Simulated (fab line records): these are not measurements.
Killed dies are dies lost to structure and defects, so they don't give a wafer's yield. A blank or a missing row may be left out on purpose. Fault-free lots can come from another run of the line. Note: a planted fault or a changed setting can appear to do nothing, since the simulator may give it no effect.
A struck lot beside a sound one | flow sky130 | 17 out of 708 route steps
Sound: the wafers L689.2, L689.3, L689.5. The struck wafers were L705.2, L705.3, L705.4. Last of all comes the cause.
For every step that has rows: the tool of each side, followed by ch and its chambers, followed by its first start. Under that, the readings that differ: sound wafers | struck wafers | difference of the means | sigmas: that difference in standard deviations of wafers without a fault.
alike: words and numbers the same on both sides, and readings whose means are apart by under 2 such deviations; not compared: readings that were withheld, readings missing a value for some wafer, numbers with overlapping values and no deviation given by the record, and bounds like >300 which may hide the same value.
A row with sigmas, a row that says differs or no value, or rows on one side alone: a step with any of these is where the two part. Non-overlapping numbers with no deviation appear without sigmas and do not part them. Lack of a reading on every wafer of one side parts them only where that side has two or more wafers.

first, 1 step without rows for these wafers: SKY_VT_ADJUST_PCH_IMPLANT_08.
SKY_VT_ADJUST_PCH_STRIP_09: strips in O2/N2.
  sound on plasma asher-02 ch 0, day 11 17:09; struck on plasma asher-04 ch 0,1, day 16 22:57
  alike: drypump motor current A, oes product au, strip time to endpoint s
  not compared: rf hours counter h
SKY_VT_ADJUST_PCH_TW_MEAS_10:
  struck on film metro-04, day 16 23:04; sound on film metro-03, day 11 17:16
  alike: VT_ADJUST_PCH_TW
then, 7 steps without rows for these wafers: SKY_SONOS_TUNNEL_DEHYDRATE_00 (time 60 s); SKY_SONOS_TUNNEL_HMDS_01 (prime time 60 s); SKY_SONOS_TUNNEL_COAT_02 (resist thk 1140 nm); SKY_SONOS_TUNNEL_SOFTBAKE_03 (time 60 s); SKY_SONOS_TUNNEL_EXPOSE_04 (exposes mask TUNM, target cd 410 nm); SKY_SONOS_TUNNEL_PEB_05; SKY_SONOS_TUNNEL_DEVELOP_06 (develop time 60 s).
SKY_SONOS_TUNNEL_CD_MEAS_07: the cd target is 410 nm.
  struck on cd sem-01, day 18 04:02; sound on cd sem-01, day 12 17:30
  reading    | sound             | struck            | difference | sigmas
  cd nm (nm) | 411.0 412.0 412.2 | 407.4 405.9 406.5 | -5.1       | -2
SKY_SONOS_TUNNEL_OVL_MEAS_08:
  struck on overlay-02, day 18 04:08; sound on overlay-01, day 12 17:37
  alike: SONOS_TUNNEL_OVL
SKY_SONOS_TUNNEL_IMPLANT_09:
  sound on implanter-01 ch 0, day 12 17:40; struck on implanter-02, day 18 04:12
  no value came back on the struck wafers for beam energy keV, beam on s (s); on the sound wafers beam energy keV reads 19.996 20.002 19.993
then, 2 steps without rows for these wafers: SKY_SONOS_TUNNEL_WET_ETCH_10 (etches SiO2 in dHF, target depth 14 nm, time 280 s); SKY_SONOS_TUNNEL_STRIP_11 (strips in SPM, time 600 s).
SKY_SONOS_TUNNEL_TW_MEAS_12:
  struck on film metro-01, day 18 04:36; sound on film metro-04, day 12 18:08
  reading         | sound             | struck         | difference | sigmas
  SONOS_TUNNEL_TW | 195.0 196.0 195.7 | 30.5 30.5 30.5 | -165.1     | -69
then, 1 step without rows for these wafers: SKY_SONOS_TUNNEL_CLEAN_13 (cleans in dHF, time 20 s).

WHERE THEY PART
First at SKY_SONOS_TUNNEL_CD_MEAS_07; last, within this record, at SKY_SONOS_TUNNEL_TW_MEAS_12.

WHY: what had been put in by the simulator
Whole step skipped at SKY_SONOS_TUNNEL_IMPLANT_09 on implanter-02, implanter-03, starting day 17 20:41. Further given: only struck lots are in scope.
